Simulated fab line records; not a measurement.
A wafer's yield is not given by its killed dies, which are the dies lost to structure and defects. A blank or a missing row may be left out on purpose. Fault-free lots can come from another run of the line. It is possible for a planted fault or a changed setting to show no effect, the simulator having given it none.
Struck lot and sound lot, side by side || flow sky130 || 43 out of 708 route steps
Sound: these wafers, L512.1, L512.3, L512.4. The struck wafers were L507.1, L507.4, L507.5. The cause comes at the end.
Each step with rows lists, per side, the tool, then ch with its chambers, then its first start. Under that, the readings that differ: sound wafers || struck wafers || difference of the means || sigmas: that difference in standard deviations of wafers without a fault.
alike: readings with means less than 2 such deviations apart, plus words and numbers identical on both sides. not compared: withheld readings, readings lacking a value on some wafer, bounds such as >300 that could conceal the same value, and numbers that have no deviation in the record and whose values overlap.
Wherever a step has rows on one side only, a row that says differs or no value, or a row with sigmas, the two part there. Numbers that have no deviation but don't overlap get no sigmas and don't part them. A reading that every wafer of one side lacks parts them only if that side has two wafers or more.

first, 6 steps without rows for these wafers: SKY_VIA3_STRIP_16 (strips in O2/N2); SKY_VIA3_STRIP_17 (strips in post etch residue remover, time 1200 s); SKY_VIA3_CLEAN_18 (cleans in IPA, time 180 s); SKY_VIA3_CLEAN_19 (cleans in O3/DIW); SKY_VIA3_SPUTTER_20 (material TiN, target thk 20 nm, time 80 s); SKY_VIA3_CVD_21 (deposits W, target thk 390 nm, time 117.31 s).
SKY_VIA3_RS_MEAS_22: measures by four-point-probe.
  sound: film metro-04 at day 44 06:19; struck: film metro-02 at day 42 15:05
{"reading": "VIA3_W_RS (ohm/sq)", "sound": "0.288 0.289 0.283", "struck": "0.298 0.297 0.299", "difference": "+0.011", "sigmas": "+3"}
SKY_VIA3_THK_MEAS_23: measures by xrf.
  sound: film metro-04 at day 44 06:26; struck: film metro-02 at day 42 15:13
  alike: VIA3_W_THK
SKY_VIA3_CMP_24: polishes, stops on SiO2, t overpolish 20 s, target thk 0 nm.
  sound on cmp-02 ch 0,2,3, day 44 06:29; struck on cmp-01 ch 1,2, day 42 15:16
  alike: motor current A, overpolish run s, time to endpoint s
SKY_METAL4_SPUTTER_00: material Ti, target thk 15 nm, time 10 s.
  sound: pvd sputter-01 at day 44 06:47; struck: pvd sputter-02 at day 42 15:34
  alike: chamber pressure pa, throttle valve pct
then, 2 steps without rows for these wafers: SKY_METAL4_SPUTTER_01 (material TiN, target thk 20 nm, time 16.7 s); SKY_METAL4_SPUTTER_02 (material AlCu, target thk 735 nm, time 39.1 s).
SKY_METAL4_SPUTTER_03: material Ti, target thk 5 nm, time 3.3 s.
  sound: pvd sputter-01 at day 44 06:52; struck: pvd sputter-02 at day 42 15:39
  alike: chamber pressure pa, throttle valve pct
then, 1 step without rows for these wafers: SKY_METAL4_SPUTTER_04 (material TiN, target thk 70 nm, time 58.3 s).
SKY_CAP2M_CVD_00: deposits SiO2, target thk 15.5 nm.
  sound on pecvd-02 ch 1,2, day 44 06:56; struck on pecvd-02 ch 1,2, day 42 15:43
  alike: heater power w
SKY_CAP2M_THK_MEAS_01:
  sound: film metro-02 at day 44 06:58; struck: film metro-04 at day 42 15:45
  alike: CAP2M_CVD_00_THK
SKY_CAP2M_SPUTTER_02: material TiN, target thk 200 nm, time 166.7 s.
  sound: pvd sputter-03 at day 44 07:01; struck: pvd sputter-04 at day 42 15:49
  alike: chamber pressure pa, throttle valve pct
SKY_CAP2M_RS_MEAS_03: measures by four-point-probe.
  sound: film metro-01 at day 44 07:08; struck: film metro-02 at day 42 15:55
  alike: CAP2M_TIN_RS
SKY_CAP2M_THK_MEAS_04: measures by xrf.
  sound: film metro-01 at day 44 07:15; struck: film metro-02 at day 42 16:02
  alike: CAP2M_TIN_THK
then, 7 steps without rows for these wafers: SKY_CAP2M_DEHYDRATE_05 (time 60 s); SKY_CAP2M_HMDS_06 (prime time 60 s); SKY_CAP2M_COAT_07 (resist thk 1140 nm); SKY_CAP2M_SOFTBAKE_08 (time 60 s); SKY_CAP2M_EXPOSE_09 (exposes mask CAP2M, target cd 1000 nm); SKY_CAP2M_PEB_10; SKY_CAP2M_DEVELOP_11 (develop time 60 s).
SKY_CAP2M_OVL_MEAS_12:
  sound: overlay-02 at day 45 04:58; struck: overlay-01 at day 43 14:40
  alike: CAP2M_OVL
then, 1 step without rows for these wafers: SKY_CAP2M_METAL_ETCH_13 (etches TiN in Cl2/BCl3, stops on SiO2, target depth 220 nm, time 62.9 s).
SKY_CAP2M_STRIP_14: strips in O2/N2.
  sound on plasma asher-03 ch 0,1, day 45 05:05; struck on plasma asher-04 ch 0,1, day 43 14:47
  alike: drypump motor current A, o2 flow sccm, oes product au, strip time to endpoint s
  not compared: rf hours counter h
then, 11 steps without rows for these wafers: SKY_CAP2M_STRIP_15 (strips in post etch residue remover, time 1200 s); SKY_CAP2M_CLEAN_16 (cleans in IPA, time 180 s); SKY_CAP2M_CLEAN_17 (cleans in O3/DIW); SKY_METAL4_DEHYDRATE_05 (time 60 s); SKY_METAL4_HMDS_06 (prime time 60 s); SKY_METAL4_COAT_07 (resist thk 60 nm); SKY_METAL4_COAT_08 (resist thk 1140 nm); SKY_METAL4_SOFTBAKE_09 (time 90 s); SKY_METAL4_EXPOSE_10 (exposes mask MM4, target cd 300 nm); SKY_METAL4_PEB_11; SKY_METAL4_DEVELOP_12 (develop time 60 s).
SKY_METAL4_CD_MEAS_13: target cd 300 nm.
  sound: cd sem-02 at day 46 03:16; struck: cd sem-02 at day 44 13:50
  alike: cd nm
SKY_METAL4_OVL_MEAS_14:
  sound: overlay-02 at day 46 03:23; struck: overlay-02 at day 44 13:57
  alike: METAL4_OVL
-- the record jumps here: 4 days lie between the struck wafers' starts before and after (it left off in module METAL4 and takes up again in module PAD_OPEN, whose first step shown is number 708 of the route) --
SKY_PAD_OPEN_PROBE_99:
  sound: prober-01 at day 49 12:17; struck: prober-01 at day 48 05:47
{"reading": "defect limited yield (%)", "sound": "82.3 82.7 84.8", "struck": "77.4 73.8 77.0", "difference": -7.2, "sigmas": -4}
{"reading": "killed_at_M4_up", "sound": "6 5 4", "struck": "31 77 34", "difference": "+42", "sigmas": "+22"}
{"reading": "killed dies", "sound": "87 85 75", "struck": "111 129 113", "difference": "+35", "sigmas": "+4"}
{"reading": "sort_bin_3_pad_short (%)", "sound": "1.6 1.0 0.2", "struck": "4.1 4.3 3.3", "difference": "+3.0", "sigmas": "+7"}
{"reading": "sort_bin_5_function (%)", "sound": "10.0 10.0 8.5", "struck": "13.0 16.5 14.0", "difference": "+5.0", "sigmas": "+3"}
{"reading": "sort n pass", "sound": "405 407 417", "struck": "381 363 379", "difference": -35, "sigmas": -4}
{"reading": "sort yield pct (%)", "sound": "82.3 82.7 84.8", "struck": "77.4 73.8 77.0", "difference": -7.2, "sigmas": -4}
{"reading": "model.etest.tester.sort n pass", "sound": "405 407 417", "struck": "381 363 379", "difference": -35, "sigmas": ""}
{"reading": "model.etest.tester.sort yield pct (%)", "sound": "82.32 82.72 84.76", "struck": "77.44 73.78 77.03", "difference": -7.18, "sigmas": ""}
{"reading": "model.etest.tester.sort_bin_5_pct (%)", "sound": "9.959 9.959 8.537", "struck": "13.01 16.46 14.02", "difference": "+5.01", "sigmas": ""}
{"reading": "model.etest.tester.sort_bin_3_pct (%)", "sound": "1.626 1.016 0.2033", "struck": "4.065 4.268 3.252", "difference": "+2.913", "sigmas": ""}
  alike: killed_at_M0_to_M3, killed at contacts, killed at front end, killed at other, killed open, killed short, sort_bin_6_memory

WHERE THEY PART
Last at SKY_PAD_OPEN_PROBE_99 as far as this record goes, first at SKY_VIA3_RS_MEAS_22.

WHY: whatever the simulator had introduced
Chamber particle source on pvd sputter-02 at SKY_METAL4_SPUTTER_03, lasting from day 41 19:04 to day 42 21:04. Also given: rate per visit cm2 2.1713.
